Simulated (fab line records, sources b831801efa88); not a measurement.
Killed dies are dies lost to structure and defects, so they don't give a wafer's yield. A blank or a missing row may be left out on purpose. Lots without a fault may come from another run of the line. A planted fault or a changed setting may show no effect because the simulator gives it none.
fab line records | flow sky130
record lots=6 wafers=18 last_day=50
route steps=708 shown SD_N@350 SD_P@359 RES_XHIGH@360 SALICIDE@361 LI_CONTACT@362 PAD_OPEN@708
lots that met no fault: from a run of the same line without faults
start_h: hours from the record's first day to the start of the lot's first wafer shown | wait_h: hours since the lot's step before | " the same as in the row above | L1.1+2: a row that stands for several wafers | - no value, or no start given | * or withheld: withheld | < > ~ a bound
route shown NAME@n: a module of which the file shows steps, and the number in the route of the first | usual: mean/standard deviation of fault-free wafers | same: alike in all rows | chamber/n: place in a boat | sites: the reading at each site | _std_site: their standard deviation | _edge_site: outer sites' mean less inner sites' | radius_mm: how far each site lies from the wafer's centre | mask NAME#n: copy n | behind: the tool/chamber that last shaped the wafer | hold: why the lot was held/for how many hours/how that ended | device: the transistor (n, p or np) that didn't switch | end of line: the same wafers' tests at the end of the route | a step without rows: its recipe alone | killed: dies lost to structure and defects at the first sort, not the wafer's yield | map: a wafer's dies, x killed, . not, _ none there
set.NAME: the setting as run; set.NAME@STEP: as run at that earlier step | model.NAME: the simulator's own value behind a step, which no gauge read
lots at some steps of the route; a table a step, a row a wafer
services: from which hour (start_h, from the record's first day; less than 0 if before it) a tool's chamber was out of use, for how many hours, and why
## steps
# step SKY_SD_N_OVL_MEAS_08
# usual SD_N_OVL=0.5/1.5
# columns lot.wafer tool chamber start_h wait_h SD_N_OVL[nm]
L316.3 overlay-02 - 676.65 0.1 1.3
L316.5 " - " " 1.9
L316.6 " - " " -1.0
L319.3 overlay-02 - 698.35 0.1 1.8
L319.4 " - " " 0.4
L319.5 " - " " 1.5
L323.3 overlay-02 - 733.70 0.1 2.5
L323.4 " - " " -0.6
L323.5 " - " " -0.2
L324.2 overlay-02 - 736.58 0.1 1.4
L324.4 " - " " 0.6
L324.6 " - " " 0.4
L333.2 overlay-02 - 826.89 0.1 0.8
L333.3 " - " " -1.5
L333.6 " - " " 1.0
L335.2 overlay-01 - 827.85 0.1 0.3
L335.4 " - " " -0.9
L335.6 " - " " -0.3
# step SKY_SD_N_IMPLANT_09
# recipe species=As energy_kev=50 dose_cm2=4e+15 tilt_deg=0
# step SKY_SD_N_IMPLANT_10
# recipe species=P energy_kev=20 dose_cm2=1e+14 tilt_deg=0
# step SKY_SD_N_STRIP_11
# recipe chemistry=O2/N2 power_w=1400 pressure_mtorr=1500 platen_temp_c=withheld o2_flow_sccm=3000 n2_flow_sccm=300 overash_fraction=0.5
# usual drypump_motor_current_A=5.8/0.51 oes_product_au=0.528/0.0043 strip_time_to_endpoint_s=22.650/0.029
# columns lot.wafer tool chamber start_h wait_h drypump_motor_current_A oes_product_au rf_hours_counter_h strip_time_to_endpoint_s
L316.3 plasma_asher-03 0 677.01 0.1 5.5 0.525 - 22.662
L316.5 " 1 " " 6.5 0.527 - 22.682
L316.6 " 0 " " 5.6 0.527 - 22.696
L319.3 plasma_asher-01 0 698.71 0.1 5.5 0.530 - 22.638
L319.4 " 1 " " 6.4 0.532 - 22.617
L319.5 " 1 " " 6.4 0.525 - 22.580
L323.3 plasma_asher-04 0 734.06 0.1 6.2 0.521 - 22.681
L323.4 " 1 " " 5.1 0.528 - 22.641
L323.5 " 1 " " 5.2 0.525 - 22.635
L324.2 plasma_asher-03 1 736.91 0.1 6.5 0.532 82 22.648
L324.4 " 0 " " 5.5 0.532 - 22.650
L324.6 " 0 " " 5.6 0.527 - 22.641
L333.2 plasma_asher-01 0 827.22 0.1 5.5 0.529 73 22.613
L333.3 " 0 " " 5.5 0.531 - 22.603
L333.6 " 1 " " 6.4 0.524 - 22.592
L335.2 plasma_asher-04 0 828.18 0.1 6.1 0.526 39 22.645
L335.4 " 1 " " 5.2 0.530 - 22.677
L335.6 " 0 " " 6.1 0.523 - 22.678
# step SKY_SD_N_TW_MEAS_12
# usual SD_N_TW=3971/36
# columns lot.wafer tool chamber start_h wait_h SD_N_TW
L316.3 film_metro-01 - 677.09 0.1 3948
L316.5 " - " " 3937
L316.6 " - " " 3956
L319.3 film_metro-01 - 698.79 0.1 3978
L319.4 " - " " 3963
L319.5 " - " " 4004
L323.3 film_metro-04 - 734.14 0.1 3987
L323.4 " - " " 3997
L323.5 " - " " 4006
L324.2 film_metro-01 - 737.02 0.1 3968
L324.4 " - " " 3964
L324.6 " - " " 3967
L333.2 film_metro-04 - 827.33 0.1 3991
L333.3 " - " " 4010
L333.6 " - " " 3991
L335.2 film_metro-02 - 828.29 0.1 3936
L335.4 " - " " 3948
L335.6 " - " " 3931
# step SKY_SD_N_CLEAN_13
# recipe chemistry=SC1/SC2 mix=1:4:20 temp_c=70 time_s=150 dry=n2_spin
# step SKY_SD_N_RTA_14
# recipe temp_c=1075 time_s=2 idle_temp_c=650 ramp_up_c_per_s=150 ramp_down_c_per_s=90 ambient=N2
# usual lamp_power_pct=15.73/0.049 wafer_temp_C_max=1078.1/1.3
# columns lot.wafer tool chamber start_h wait_h lamp_power_pct wafer_temp_C_max
L316.3 rtp_anneal-01 0 677.20 0.0 15.73 1078.6
L316.5 " 0 " " 15.68 1077.6
L316.6 " 0 " " 15.72 1077.2
L319.3 rtp_anneal-02 0 698.90 0.0 15.65 1080.0
L319.4 " 0 " " 15.77 1077.0
L319.5 " 0 " " 15.72 1079.1
L323.3 rtp_anneal-02 0 734.25 0.0 15.79 1081.2
L323.4 " 0 " " 15.74 1076.1
L323.5 " 0 " " 15.75 1078.8
L324.2 rtp_anneal-01 0 737.12 0.0 15.75 1077.6
L324.4 " 0 " " 15.82 1080.1
L324.6 " 0 " " 15.72 1077.1
L333.2 rtp_anneal-01 0 827.44 0.0 15.81 1077.5
L333.3 " 0 " " 15.75 1077.1
L333.6 " 0 " " 15.74 1079.9
L335.2 rtp_anneal-02 0 828.40 0.0 15.70 1079.3
L335.4 " 0 " " 15.72 1078.1
L335.6 " 0 " " 15.67 1078.6
# step SKY_SD_N_RS_MEAS_16
# recipe thk_meas_gauge=four-point-probe
# usual SD_N_RS=68.50/0.12
# columns lot.wafer tool chamber start_h wait_h SD_N_RS[ohm/sq]
L316.3 film_metro-02 - 677.40 0.1 68.39
L316.5 " - " " 68.62
L316.6 " - " " 68.47
L319.3 film_metro-02 - 699.10 0.1 68.34
L319.4 " - " " 68.56
L319.5 " - " " 68.62
L323.3 film_metro-02 - 734.45 0.1 68.31
L323.4 " - " " 68.35
L323.5 " - " " 68.46
L324.2 film_metro-01 - 737.31 0.1 68.49
L324.4 " - " " 68.57
L324.6 " - " " 68.46
L333.2 film_metro-04 - 827.63 0.1 68.60
L333.3 " - " " 68.55
L333.6 " - " " 68.58
L335.2 film_metro-04 - 828.59 0.1 68.52
L335.4 " - " " 68.42
L335.6 " - " " 68.56
# step SKY_SD_N_RS_MEAS_17
# recipe thk_meas_gauge=four-point-probe
# usual SD_P_RS=146.9/0.32
# columns lot.wafer tool chamber start_h wait_h SD_P_RS[ohm/sq]
L316.3 film_metro-02 - 677.52 0.1 147.2
L316.5 " - " " 147.0
L316.6 " - " " 146.6
L319.3 film_metro-02 - 699.22 0.1 147.0
L319.4 " - " " 147.1
L319.5 " - " " 147.2
L323.3 film_metro-02 - 734.57 0.1 146.5
L323.4 " - " " 146.5
L323.5 " - " " 146.3
L324.2 film_metro-01 - 737.43 0.1 146.7
L324.4 " - " " 147.2
L324.6 " - " " 147.0
L333.2 film_metro-04 - 827.75 0.1 147.0
L333.3 " - " " 147.0
L333.6 " - " " 147.2
L335.2 film_metro-04 - 828.71 0.1 146.9
L335.4 " - " " 146.7
L335.6 " - " " 147.3
# step SKY_SD_N_RS_MEAS_18
# recipe thk_meas_gauge=four-point-probe
# usual RES_XHIGH_RS=332.8/1.2
# columns lot.wafer tool chamber start_h wait_h RES_XHIGH_RS[ohm/sq]
L316.3 film_metro-02 - 677.64 0.1 332.7
L316.5 " - " " 331.9
L316.6 " - " " 330.7
L319.3 film_metro-02 - 699.34 0.1 331.6
L319.4 " - " " 332.2
L319.5 " - " " 332.1
L323.3 film_metro-02 - 734.69 0.1 331.4
L323.4 " - " " 331.6
L323.5 " - " " 332.0
L324.2 film_metro-01 - 737.55 0.1 331.5
L324.4 " - " " 331.4
L324.6 " - " " 332.0
L333.2 film_metro-04 - 827.87 0.1 333.3
L333.3 " - " " 332.6
L333.6 " - " " 333.4
L335.2 film_metro-04 - 828.83 0.1 334.5
L335.4 " - " " 333.6
L335.6 " - " " 333.2
# step SKY_SALICIDE_CLEAN_00
# recipe chemistry=HF-last time_s=30 dilution=100:1 dry=ipa_marangoni
# step SKY_LI_CONTACT_HDPCVD_00
# recipe material=PSG target_thk_nm=930 sigma_open_frac=0.3 time_s=155 temp_c=600 sih4_flow_sccm=60 pressure_mtorr=6
# usual pressure_mtorr=6.001/0.013 run_length_s=182.9/0.57
# columns lot.wafer tool chamber start_h wait_h pressure_mtorr run_length_s
L316.3 hdpcvd-02 0 677.73 0.0 5.973 184.0
L316.5 " 0 " " 5.998 183.9
L316.6 " 1 " " 6.019 183.7
L319.3 hdpcvd-01 0 699.43 0.0 6.002 181.9
L319.4 " 2 " " 6.002 183.0
L319.5 " 0 " " 6.011 182.8
L323.3 hdpcvd-02 1 734.78 0.0 - -
L323.4 " 2 " " - -
L323.5 " 0 " " - -
L324.2 hdpcvd-02 1 737.67 0.0 - -
L324.4 " 1 " " - -
L324.6 " 0 " " - -
L333.2 hdpcvd-01 2 827.98 0.0 6.011 183.3
L333.3 " 1 " " 5.991 183.1
L333.6 " 2 " " 5.990 183.5
L335.2 hdpcvd-01 1 828.94 0.0 6.013 182.7
L335.4 " 0 " " 6.007 182.5
L335.6 " 2 " " 5.993 183.1
# step SKY_LI_CONTACT_CMP_02
# recipe material=PSG down_force_psi=4 platen_rpm=60 pad_velocity_m_s=0.94248
# usual motor_current_A=12.6/1.1 slurry_flow_ml_min=150.0/0.44 time_to_endpoint_s=31.4/2.1
# columns lot.wafer tool chamber start_h wait_h motor_current_A slurry_flow_ml_min time_to_endpoint_s
L316.3 cmp-02 0 678.05 0.2 10.8 149.7 26.2
L316.5 " 1 " " 13.0 150.5 29.1
L316.6 " 2 " " 13.6 149.6 28.7
L319.4 cmp-01 1 699.60 0.0 13.5 150.0 30.8
L319.3 " 3 " " 12.2 149.7 28.5
L319.5 " 2 " " 14.3 149.6 31.7
L323.4 cmp-02 0 734.95 0.0 10.5 150.4 -
L323.3 " 2 " " 12.9 150.7 -
L323.5 " 0 " " 11.4 150.1 -
L324.4 cmp-01 1 737.83 0.0 13.2 149.8 -
L324.2 " 3 " " 12.4 150.1 -
L324.6 " 1 " " 14.0 149.8 -
L333.3 cmp-02 0 828.22 0.1 11.2 149.8 29.9
L333.2 " 2 " " 13.2 150.0 32.4
L333.6 " 3 " " 10.9 150.5 34.8
L335.4 cmp-02 0 829.10 0.0 11.2 150.4 30.3
L335.2 " 1 " " 12.1 150.4 31.5
L335.6 " 1 " " 12.9 151.0 31.1
# step SKY_LI_CONTACT_BOW_MEAS_03
# recipe mode=bow
# usual LI_CONTACT_BOW=55/6.7
# columns lot.wafer tool chamber start_h wait_h LI_CONTACT_BOW[um]
L316.3 film_metro-02 - 678.24 0.1 52
L316.5 " - " " 44
L316.6 " - " " 42
L319.3 film_metro-01 - 699.94 0.2 53
L319.4 " - " " 64
L319.5 " - " " 58
L323.3 film_metro-02 - 735.29 0.2 41
L323.4 " - " " 35
L323.5 " - " " 24
L324.2 film_metro-04 - 738.15 0.2 29
L324.4 " - " " 23
L324.6 " - " " 20
L333.2 film_metro-02 - 828.49 0.1 60
L333.3 " - " " 57
L333.6 " - " " 50
L335.2 film_metro-01 - 829.42 0.2 59
L335.4 " - " " 62
L335.6 " - " " 60
# step SKY_LI_CONTACT_DEHYDRATE_04
# recipe temp_c=200 time_s=60
# step SKY_LI_CONTACT_HMDS_05
# recipe prime_time_s=60 prime_temp_c=120
# step SKY_LI_CONTACT_COAT_06
# recipe resist=BARC temp_c=withheld time_s=withheld spin_rpm=3000 resist_thk_nm=60
# step SKY_LI_CONTACT_COAT_07
# recipe resist=KrF-thick spin_rpm=3000 resist_thk_nm=450
# step SKY_LI_CONTACT_SOFTBAKE_08
# recipe temp_c=100 time_s=90 resist=KrF-thick
# step SKY_LI_CONTACT_EXPOSE_09
# recipe mask_id=LICM1 na=0.8 source_shape=annular sigma_inner=0.55 sigma_outer=0.85 target_cd_nm=170 dose_mj=38
# step SKY_LI_CONTACT_PEB_10
# recipe peb_temp_c=withheld peb_time_s=withheld resist=KrF-thick
# step SKY_LI_CONTACT_DEVELOP_11
# recipe develop_time_s=60 resist=KrF-thick dev_temp_c=21
# step SKY_LI_CONTACT_CD_MEAS_12
# recipe target_cd_nm=170
# usual cd_nm=169.4/1.6
# columns lot.wafer tool chamber start_h wait_h cd_nm
L316.3 cd_sem-02 - 706.32 - 169.3
L316.5 " - " " 168.4
L316.6 " - " " 169.2
L319.3 cd_sem-02 - 726.94 - 167.8
L319.4 " - " " 168.3
L319.5 " - " " 167.3
L323.3 cd_sem-02 - 762.27 - 168.5
L323.4 " - " " 168.1
L323.5 " - " " 168.5
L324.2 cd_sem-02 - 765.45 - 168.6
L324.4 " - " " 169.0
L324.6 " - " " 168.8
L333.2 cd_sem-02 - 853.96 - 172.5
L333.3 " - " " 169.0
L333.6 " - " " 169.0
L335.2 cd_sem-01 - 855.30 - 169.2
L335.4 " - " " 168.5
L335.6 " - " " 168.7
# step SKY_LI_CONTACT_OVL_MEAS_13
# usual LI_CONTACT_OVL=6/4.8
# columns lot.wafer tool chamber start_h wait_h LI_CONTACT_OVL[nm]
L316.3 overlay-01 - 706.42 0.1 5
L316.5 " - " " 1
L316.6 " - " " 3
L319.3 overlay-02 - 727.03 0.1 10
L319.4 " - " " 5
L319.5 " - " " 12
L323.3 overlay-02 - 762.36 0.1 0
L323.4 " - " " 4
L323.5 " - " " 6
L324.2 overlay-01 - 765.55 0.1 -2
L324.4 " - " " 0
L324.6 " - " " 5
L333.2 overlay-02 - 854.06 0.1 12
L333.3 " - " " 6
L333.6 " - " " 13
L335.2 overlay-02 - 855.40 0.1 5
L335.4 " - " " 8
L335.6 " - " " 13
# step SKY_LI_CONTACT_ETCH_14
# recipe chemistry=N2/H2 target=BARC ion_energy_ev=200 source_w=500 bias_w=100 pressure_mtorr=30 n2_flow_sccm=100 h2_flow_sccm=200 stop_on=SiO2 time_s=45.9 target_depth_a=600
# usual drypump_motor_current_A=6.1/0.33 oes_product_au=0.854/0.0053 throttle_valve_pct=13.226/0.009
# columns lot.wafer tool chamber start_h wait_h drypump_motor_current_A oes_product_au rf_hours_counter_h throttle_valve_pct
L316.3 rie_diel-04 1 706.44 0.0 6.5 0.854 4 13.232
L316.5 " 0 " " 6.0 0.852 - 13.216
L316.6 " 3 " " 5.6 0.855 - 13.208
L319.3 rie_diel-02 0 727.06 0.0 6.1 0.854 15 13.227
L319.4 " 0 " " 6.2 0.854 - 13.219
L319.5 " 2 " " 6.1 0.859 - 13.220
L323.3 rie_diel-04 0 762.38 0.0 6.1 0.845 6 13.222
L323.4 " 1 " " 6.4 0.852 6 13.223
L323.5 " 2 " " 5.8 0.862 - 13.242
L324.2 rie_diel-04 1 765.58 0.0 6.5 0.858 6 13.225
L324.4 " 3 " " 5.6 0.856 0 13.240
L324.6 " 2 " " 5.7 0.853 - 13.224
L333.2 rie_diel-01 0 854.09 0.0 6.1 0.845 1 13.214
L333.3 " 1 " " 5.7 0.847 3 13.237
L333.6 " 1 " " 5.7 0.852 - 13.229
L335.2 rie_diel-04 3 855.43 0.0 5.6 0.858 2 13.218
L335.4 " 0 " " 6.1 0.859 8 13.229
L335.6 " 1 " " 6.5 0.853 - 13.241
# step SKY_LI_CONTACT_ETCH_15
# recipe target=PSG chemistry=C4F8/O2/Ar stop_on=Si taper_deg=4.15 mask_material=KrF-thick source_w=1500 bias_w=1200 pressure_mtorr=40 c4f8_flow_sccm=withheld O2_flow_sccm=6 Ar_flow_sccm=300 time_s=withheld target_depth_a=6000
# usual oes_product_au=0.837/0.0042
# columns lot.wafer tool chamber start_h wait_h oes_product_au model.etch.depth_nm model.LI_CONTACT.feature_depth_nm
L316.3 rie_diel-04 1 706.48 0.0 0.840 594.7 594.7
L316.5 " 0 " " 0.845 596 596
L316.6 " 3 " " 0.835 595.1 595.1
L319.3 rie_diel-02 0 727.10 0.0 0.836 594.2 594.2
L319.4 " 0 " " 0.830 593.9 593.9
L319.5 " 2 " " 0.833 595.5 595.5
L323.3 rie_diel-04 0 762.42 0.0 0.380 0 1e-09
L323.4 " 1 " " 0.377 0 1e-09
L323.5 " 2 " " 0.382 0 1e-09
L324.2 rie_diel-04 1 765.62 0.0 0.371 0 1e-09
L324.4 " 3 " " 0.373 0 1e-09
L324.6 " 2 " " 0.383 0 1e-09
L333.2 rie_diel-01 0 854.13 0.0 0.834 596 596
L333.3 " 1 " " 0.840 597.3 597.3
L333.6 " 1 " " 0.834 597.5 597.5
L335.2 rie_diel-04 3 855.47 0.0 0.834 597.1 597.1
L335.4 " 0 " " 0.843 597.2 597.2
L335.6 " 1 " " 0.830 598.5 598.5
# step SKY_LI_CONTACT_STRIP_16
# recipe chemistry=O2/N2 power_w=1400 pressure_mtorr=1500 platen_temp_c=withheld o2_flow_sccm=3000 n2_flow_sccm=300 overash_fraction=0.5
# usual drypump_motor_current_A=6.0/0.47 oes_product_au=0.375/0.0051 strip_time_to_endpoint_s=3.483/0.024
# columns lot.wafer tool chamber start_h wait_h drypump_motor_current_A oes_product_au rf_hours_counter_h strip_time_to_endpoint_s
L316.3 plasma_asher-03 1 706.60 - 6.5 0.374 - 3.479
L316.5 " 0 " " 5.5 0.376 - 3.496
L316.6 " 1 " " 6.5 0.366 - 3.472
L319.3 plasma_asher-03 1 727.22 - 6.4 0.379 - 3.469
L319.4 " 0 " " 5.5 0.377 - 3.476
L319.5 " 1 " " 6.5 0.367 - 3.464
L323.3 plasma_asher-03 0 762.54 - 5.5 0.372 - 3.483
L323.4 " 1 " " 6.5 0.373 - 3.499
L323.5 " 1 " " 6.4 0.381 - 3.475
L324.2 plasma_asher-02 1 765.71 - 6.5 0.369 2 3.495
L324.4 " 1 " " 6.5 0.373 - 3.491
L324.6 " 1 " " 6.4 0.377 - 3.495
L333.2 plasma_asher-02 1 854.22 - 6.4 0.388 10 3.492
L333.3 " 1 " " 6.4 0.383 - 3.473
L333.6 " 0 " " 5.4 0.377 - 3.504
L335.2 plasma_asher-01 0 855.56 - 5.5 0.372 76 3.477
L335.4 " 0 " " 5.5 0.373 - 3.484
L335.6 " 1 " " 6.4 0.378 - 3.487
# step SKY_PAD_OPEN_PROBE_99
# usual killed_at_M0_to_M3=43/5.9 killed_at_M4_up=3.3/1.9 killed_at_contacts=24/5.6 killed_at_front_end=15/4.1 killed_at_other=0.4/0.66 killed_dies=86/9 killed_on_rim=17/3.7 killed_open=47/6.9 killed_short=39/6.2
# same gross_dies=492 killed_at_back_side=0
# columns lot.wafer tool chamber start_h wait_h killed_at_M0_to_M3 killed_at_M4_up killed_at_contacts killed_at_front_end killed_at_other killed_dies killed_on_rim killed_open killed_short
L316.3 prober-01 - 1096.63 0.2 52 1 25 13 1 92 17 52 40
L316.5 prober-01 - 1096.73 0.2 39 5 17 20 0 81 19 43 38
L316.6 prober-01 - 1096.78 0.2 51 3 27 12 0 93 15 47 46
L319.3 prober-02 - 1107.67 0.2 40 6 22 13 0 81 16 43 38
L319.4 prober-02 - 1107.72 0.2 48 1 16 13 0 78 11 42 36
L319.5 prober-02 - 1107.77 0.2 39 2 32 17 0 90 19 51 38
L323.3 prober-01 - 1132.25 0.2 7 1 482 2 0 492 96 7 6
L323.4 prober-01 - 1132.30 0.2 11 0 480 1 0 492 96 10 3
L323.5 prober-01 - 1132.35 0.2 15 2 474 1 0 492 96 13 11
L324.2 prober-02 - 1145.77 0.1 9 0 481 2 0 492 96 8 10
L324.4 prober-02 - 1145.87 0.2 7 0 481 3 1 492 96 11 3
L324.6 prober-02 - 1145.97 0.2 8 0 483 1 0 492 96 9 7
L333.2 prober-02 - 1199.26 0.1 31 5 24 23 0 83 10 39 44
L333.3 prober-02 - 1199.31 0.2 37 4 14 13 1 69 13 36 33
L333.6 prober-02 - 1199.46 0.2 37 4 21 9 0 71 11 42 29
L335.2 prober-01 - 1200.40 0.1 35 3 19 11 0 68 8 40 28
L335.4 prober-01 - 1200.50 0.2 41 2 22 13 0 78 20 46 32
L335.6 prober-01 - 1200.60 0.2 40 1 24 15 0 80 18 41 39
# killed by level:class
L316.3 CONTACT:geometric_particle:open=14 METAL1:geometric_particle:short=10 LI_CONTACT:geometric_particle:open=9 VIA2:geometric_particle:open=9 VIA1:geometric_particle:open=8 VIA1:geometric_particle:short=6 METAL3:geometric_particle:short=6 METAL2:geometric_particle:short=5
L316.5 VIA1:geometric_particle:open=14 FIELD_ISO:geometric_particle:open=6 CONTACT:geometric_particle:open=6 METAL1:geometric_particle:short=6 FIELD_ISO:geometric_particle:short=5 LI_CONTACT:geometric_particle:open=5 POLY_GATE:geometric_particle:open=4 METAL4:geometric_particle:short=4
L316.6 VIA1:geometric_particle:open=11 LI_CONTACT:geometric_particle:open=10 VIA2:geometric_particle:open=7 VIA2:geometric_particle:short=7 VIA3:geometric_particle:open=6 CONTACT:geometric_particle:short=6 CONTACT:geometric_particle:open=6 METAL1:geometric_particle:short=6
L319.3 LI_CONTACT:geometric_particle:open=7 VIA3:geometric_particle:open=7 VIA1:geometric_particle:open=7 VIA1:geometric_particle:short=7 CONTACT:geometric_particle:short=6 CONTACT:geometric_particle:open=5 VIA2:geometric_particle:open=5 VIA3:geometric_particle:short=5
L319.4 METAL2:geometric_particle:short=10 VIA1:geometric_particle:open=8 VIA3:geometric_particle:open=8 CONTACT:geometric_particle:open=7 METAL3:geometric_particle:short=5 VIA2:geometric_particle:open=4 LI_CONTACT:geometric_particle:open=4 FIELD_ISO:geometric_particle:short=3
L319.5 CONTACT:geometric_particle:open=14 VIA2:geometric_particle:open=8 LI_CONTACT:geometric_particle:open=7 VIA1:geometric_particle:open=6 FIELD_ISO:geometric_particle:open=5 VIA3:geometric_particle:open=5 CONTACT:geometric_particle:short=5 METAL2:geometric_particle:short=5
L323.3 LI_CONTACT:lost_pattern=476 CONTACT:geometric_particle:open=3 METAL2:geometric_particle:short=2 CONTACT:area_expose=2 FIELD_ISO:geometric_particle:short=1 SPACER:geometric_particle:open=1 CONTACT:geometric_particle:short=1 VIA1:geometric_particle:open=1
L323.4 LI_CONTACT:lost_pattern=474 VIA3:geometric_particle:open=4 LI_CONTACT:geometric_particle:open=2 LI_CONTACT:area_etch=2 POLY_GATE:geometric_particle:open=1 CONTACT:geometric_particle:open=1 VIA1:geometric_particle:open=1 METAL2:geometric_particle:short=1
L323.5 LI_CONTACT:lost_pattern=467 LOCAL_INTERCONNECT:geometric_particle:short=2 CONTACT:geometric_particle:short=2 CONTACT:geometric_particle:open=2 METAL1:geometric_particle:open=2 METAL1:geometric_particle:short=2 VIA1:geometric_particle:open=2 VIA2:geometric_particle:open=2
L324.2 LI_CONTACT:lost_pattern=474 LI_CONTACT:geometric_particle:open=3 VIA1:geometric_particle:short=3 LI_CONTACT:geometric_particle:short=2 VIA1:geometric_particle:open=2 METAL2:geometric_particle:short=2 SONOS_ONO:geometric_particle:open=1 POLY_GATE:geometric_particle:open=1
L324.4 LI_CONTACT:lost_pattern=476 LI_CONTACT:geometric_particle:open=3 POLY_GATE:geometric_particle:open=2 METAL2:geometric_particle:open=2 CONTACT:geometric_particle:open=2 VIA1:geometric_particle:open=2 FIELD_ISO:geometric_particle:short=1 METAL1:geometric_particle:short=1
L324.6 LI_CONTACT:lost_pattern=476 LI_CONTACT:geometric_particle:open=3 LOCAL_INTERCONNECT:geometric_particle:short=2 VIA1:geometric_particle:open=2 METAL2:geometric_particle:short=2 VIA3:geometric_particle:open=2 FIELD_ISO:geometric_particle:short=1 CONTACT:geometric_particle:open=1
L333.2 LI_CONTACT:geometric_particle:open=9 FIELD_ISO:geometric_particle:short=6 VIA1:geometric_particle:open=6 CONTACT:geometric_particle:open=6 FIELD_ISO:geometric_particle:open=5 METAL4:geometric_particle:short=5 METAL1:geometric_particle:short=5 VIA1:geometric_particle:short=5
L333.3 VIA1:geometric_particle:open=9 METAL2:geometric_particle:short=6 VIA2:geometric_particle:open=5 VIA3:geometric_particle:open=5 METAL4:geometric_particle:short=4 CONTACT:geometric_particle:open=4 VIA1:geometric_particle:short=4 POLY_GATE:geometric_particle:open=3
L333.6 VIA2:geometric_particle:open=9 CONTACT:geometric_particle:open=8 VIA1:geometric_particle:open=6 METAL2:geometric_particle:short=5 LI_CONTACT:geometric_particle:open=4 LOCAL_INTERCONNECT:geometric_particle:short=4 CONTACT:geometric_particle:short=4 VIA2:geometric_particle:short=4
L335.2 VIA1:geometric_particle:open=12 CONTACT:geometric_particle:open=9 LI_CONTACT:geometric_particle:open=6 FIELD_ISO:geometric_particle:short=5 VIA3:geometric_particle:open=4 FIELD_ISO:geometric_particle:open=3 METAL3:geometric_particle:short=3 VIA2:geometric_particle:short=3
L335.4 CONTACT:geometric_particle:open=13 VIA1:geometric_particle:open=7 VIA1:geometric_particle:short=5 LI_CONTACT:geometric_particle:open=5 VIA2:geometric_particle:open=5 VIA2:geometric_particle:short=5 VIA3:geometric_particle:open=5 POLY_GATE:geometric_particle:open=4
L335.6 VIA3:geometric_particle:open=8 POLY_GATE:geometric_particle:short=7 LI_CONTACT:geometric_particle:open=7 VIA1:geometric_particle:open=7 VIA2:geometric_particle:open=7 LOCAL_INTERCONNECT:geometric_particle:short=5 CONTACT:geometric_particle:open=5 LI_CONTACT:geometric_particle:short=4
# map L323.3 (x killed, . not)
__________xxxxxxxxxx_________
________xxxxxxxxxxxxxx_______
______xxxxxxxxxxxxxxxxxx_____
_____xxxxxxxxxxxxxxxxxxxx____
____xxxxxxxxxxxxxxxxxxxxxx___
___xxxxxxxxxxxxxxxxxxxxxxxx__
__xxxxxxxxxxxxxxxxxxxxxxxxxx_
_xxxxxxxxxxxxxxxxxxxxxxxxxxxx
_xxxxxxxxxxxxxxxxxxxxxxxxxxxx
_xxxxxxxxxxxxxxxxxxxxxxxxxxxx
_xxxxxxxxxxxxxxxxxxxxxxxxxxxx
_xxxxxxxxxxxxxxxxxxxxxxxxxxxx
_xxxxxxxxxxxxxxxxxxxxxxxxxxxx
_xxxxxxxxxxxxxxxxxxxxxxxxxxxx
_xxxxxxxxxxxxxxxxxxxxxxxxxxxx
__xxxxxxxxxxxxxxxxxxxxxxxxxx_
___xxxxxxxxxxxxxxxxxxxxxxxx__
____xxxxxxxxxxxxxxxxxxxxxx___
_____xxxxxxxxxxxxxxxxxxxx____
______xxxxxxxxxxxxxxxxxx_____
________xxxxxxxxxxxxxx_______
__________xxxxxxxxxx_________
# map L324.2 (x killed, . not)
__________xxxxxxxxxx_________
________xxxxxxxxxxxxxx_______
______xxxxxxxxxxxxxxxxxx_____
_____xxxxxxxxxxxxxxxxxxxx____
____xxxxxxxxxxxxxxxxxxxxxx___
___xxxxxxxxxxxxxxxxxxxxxxxx__
__xxxxxxxxxxxxxxxxxxxxxxxxxx_
_xxxxxxxxxxxxxxxxxxxxxxxxxxxx
_xxxxxxxxxxxxxxxxxxxxxxxxxxxx
_xxxxxxxxxxxxxxxxxxxxxxxxxxxx
_xxxxxxxxxxxxxxxxxxxxxxxxxxxx
_xxxxxxxxxxxxxxxxxxxxxxxxxxxx
_xxxxxxxxxxxxxxxxxxxxxxxxxxxx
_xxxxxxxxxxxxxxxxxxxxxxxxxxxx
_xxxxxxxxxxxxxxxxxxxxxxxxxxxx
__xxxxxxxxxxxxxxxxxxxxxxxxxx_
___xxxxxxxxxxxxxxxxxxxxxxxx__
____xxxxxxxxxxxxxxxxxxxxxx___
_____xxxxxxxxxxxxxxxxxxxx____
______xxxxxxxxxxxxxxxxxx_____
________xxxxxxxxxxxxxx_______
__________xxxxxxxxxx_________
## services
# columns tool chamber start_h hours kind
rie_diel-04 - 658.42 0.2 repair
rie_diel-02 0 659.66 2.0 repair
rie_diel-02 0 663.23 6.7 repair
rie_diel-01 2 675.07 2.5 repair
hdpcvd-02 1 679.21 14.7 repair
cmp-02 - 691.23 1.5 repair
hdpcvd-02 0 691.38 6.1 repair
plasma_asher-04 - 696.43 2.8 pm
rie_diel-02 1 703.15 9.9 repair
cmp-01 - 704.83 1.7 repair
rie_diel-04 - 709.87 0.5 repair
cmp-01 - 711.12 0.5 repair
hdpcvd-01 0 719.97 9.3 repair
cmp-02 - 723.58 0.4 repair
plasma_asher-04 - 726.51 1.1 repair
cmp-02 - 729.09 0.8 repair
rie_diel-02 2 731.39 5.1 repair
cmp-02 - 769.08 4.0 repair
rtp_anneal-02 - 795.84 3.1 pm
cmp-02 - 803.72 0.6 repair
plasma_asher-01 - 819.06 0.9 repair
hdpcvd-01 2 820.53 5.9 repair
plasma_asher-01 - 837.06 2.1 repair
hdpcvd-01 - 843.19 2.8 pm
## key
first_sign step=SKY_LI_CONTACT_HDPCVD_00 reading=tool_record direction=missing
effect step=SKY_LI_CONTACT_BOW_MEAS_03 reading=LI_CONTACT_BOW direction=down sigmas=4 usual=55 struck=29
effect step=SKY_LI_CONTACT_ETCH_15 reading=oes_product_au direction=down sigmas=99+ usual=0.837 struck=0.378
effect step=SKY_PAD_OPEN_PROBE_99 reading=killed_at_contacts direction=up sigmas=81 usual=24 struck=480
model_effect step=SKY_LI_CONTACT_ETCH_15 value=etch.depth_nm without=597.7 struck=0
met_at SKY_LI_CONTACT_HDPCVD_00
struck_wafers L323.3,L323.4,L323.5,L324.2,L324.4,L324.6
later_rows_left_out L323.3,L323.4,L323.5,L324.2,L324.4,L324.6
tester_left_out L323,L324
onset_between 677.73 734.78
fault kind=skipped_step_whole tool=hdpcvd-02 chamber=- onset_h=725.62 steps=SKY_LI_CONTACT_HDPCVD_00 scope=struck_lots_only
# tester_left_out: of these lots the tester's yield and bins aren't shown, on N5 and GAA mostly nor the transistor test; their killed dies are dies lost to structure and defects alone, not to doping, threshold or leakage, so they don't give the yield
# later_rows_left_out: the simulator's readings of these wafers behind a module that went badly wrong aren't trusted and aren't shown, but for the sort
